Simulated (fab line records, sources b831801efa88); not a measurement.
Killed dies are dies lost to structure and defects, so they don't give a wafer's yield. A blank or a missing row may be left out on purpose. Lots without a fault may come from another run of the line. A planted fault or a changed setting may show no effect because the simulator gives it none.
Chamber matching | flow sfq_line | SFQ_TRILAYER_I0_CMP_CMP_028 on cmp-02: 4 sister chambers
The step polishes SiO2. 17 wafers are shown with their chamber, then 8 later ones without.

WAFERS WITH THEIR CHAMBER
wafer  | chamber | motor_current_A (A) | time_to_endpoint_s (s) | head_pressure_psi (psi)
L790.3 | 2       | 9.4                 | 207                    | 2.997
L790.4 | 0       | 11.2                | 200                    | 3.006
L790.6 | 2       | 9.1                 | 209                    | 3.008
L793.1 | 1       | 9.0                 | 196                    | 3.002
L793.2 | 0       | 11.1                | 188                    | 3.001
L793.3 | 2       | 9.1                 | 209                    | 2.990
L794.3 | 0       | 10.9                | 199                    | 2.993
L794.2 | 3       | 10.2                | 211                    | 3.011
L794.4 | 2       | 9.2                 | 218                    | 3.001
L795.2 | 2       | 8.8                 | 211                    | 2.999
L795.3 | 1       | 10.1                | 213                    | 3.005
L795.5 | 1       | 9.5                 | 210                    | 3.006
L797.2 | 1       | 9.2                 | 203                    | 3.001
L797.5 | 0       | 10.4                | 206                    | 3.004
L797.6 | 1       | 9.7                 | 210                    | 3.003
L798.2 | 3       | 9.8                 | 222                    | 2.992
L798.6 | 1       | 9.8                 | 238                    | 3.010

SIGNATURES (means of the wafers above)
reading            | chamber 0 | chamber 1 | chamber 2 | chamber 3 | scatter within a chamber
motor_current_A    | 10.900    | 9.550     | 9.120     | 10.000    | 0.335
time_to_endpoint_s | 198.25    | 211.67    | 210.80    | 216.50    | 10.1
head_pressure_psi  | 3.00100   | 3.00450   | 2.99900   | 3.00150   | 0.00621
Rule: a wafer's distance from a chamber is the root of the sum, over the readings, of the square of ((its reading less the chamber's mean) divided by the reading's scatter). The wafer belongs to the nearest chamber; if the next one is less than 2 further off, it can't be placed. The scatter: the root of (the sum of the squares of (reading less its chamber's mean) over the shown wafers, divided by (wafers less chambers)).

WAFERS WITHOUT THEIR CHAMBER
wafer  | motor_current_A (A) | time_to_endpoint_s (s) | head_pressure_psi (psi)
L799.4 | 9.5                 | 208                    | 2.994
L799.2 | 10.1                | 208                    | 2.998
L800.2 | 9.5                 | 222                    | 3.001
L800.5 | 11.0                | 204                    | 3.005
L800.6 | 9.6                 | 228                    | 3.008
L811.1 | 9.6                 | 197                    | 2.994
L811.2 | 10.2                | 203                    | 2.993
L811.4 | 8.9                 | 210                    | 3.001

WHICH CHAMBER EACH WENT THROUGH
wafer  | from the rows above               | in truth
L799.4 | can't be placed: 2 or 1 or 3      | 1
L799.2 | can't be placed: 3 or 1 or 0 or 2 | 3
L800.2 | can't be placed: 1 or 3 or 2      | 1
L800.5 | 0                                 | 0
L800.6 | can't be placed: 1 or 3 or 2      | 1
L811.1 | can't be placed: 2 or 1 or 3 or 0 | 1
L811.2 | can't be placed: 3 or 0 or 1 or 2 | 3
L811.4 | can't be placed: 2 or 1           | 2
Placed correctly: 1 of 8. Can't be placed from these rows: 7 (the true chamber is among the candidates in 7). Placed wrongly: 0.
